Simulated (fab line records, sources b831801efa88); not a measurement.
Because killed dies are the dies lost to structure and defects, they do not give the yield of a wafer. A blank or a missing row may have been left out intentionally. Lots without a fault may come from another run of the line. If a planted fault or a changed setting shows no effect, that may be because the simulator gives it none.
Chamber matching -- flow gf180mcu -- GF_V2_CVD_02 on pecvd-01: 3 sister chambers
The step deposits SiO2 from TEOS, target thk 850 nm, time 94.851 s. 5 wafers are shown with their chamber, then 8 later ones without.

== WAFERS PAIRED WITH THEIR CHAMBERS ==
wafer,chamber,heater power w (W)
L796.5,1,710
L807.1,2,443
L808.2,2,514
L808.5,0,563
L810.1,0,552

== WAFERS WITH NO CHAMBER GIVEN ==
wafer,heater power w (W)
L810.3,652
L810.4,552
L814.1,636
L814.4,672
L814.6,539
L815.1,521
L815.3,524
L815.5,785

== CHAMBER TAKEN BY EACH ==
wafer,from the rows above,in truth
L810.3,can't be placed: 1 or 0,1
L810.4,can't be placed: 0 or 2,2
L814.1,can't be placed: 1 or 0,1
L814.4,1,1
L814.6,can't be placed: 0 or 2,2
L815.1,can't be placed: 0 or 2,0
L815.3,can't be placed: 0 or 2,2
L815.5,1,1
Correctly placed: 2 of 8. These rows do not allow placing 6 (true chamber among the candidates in 6). Placed wrongly: 0.
How it was worked out, from the rows above alone: a wafer's distance from a chamber is the root of the sum, over the readings, of the square of ((its reading less the chamber's mean) divided by the reading's scatter). If the next closest chamber is less than 2 further off than the closest, the wafer can't be placed; otherwise it belongs to the closest. Each chamber's mean is taken over the wafers shown for it. How the scatter is found: for the shown wafers, subtract from each reading the mean of its chamber, square and add these, divide the total by (wafers less chambers), then take the root.
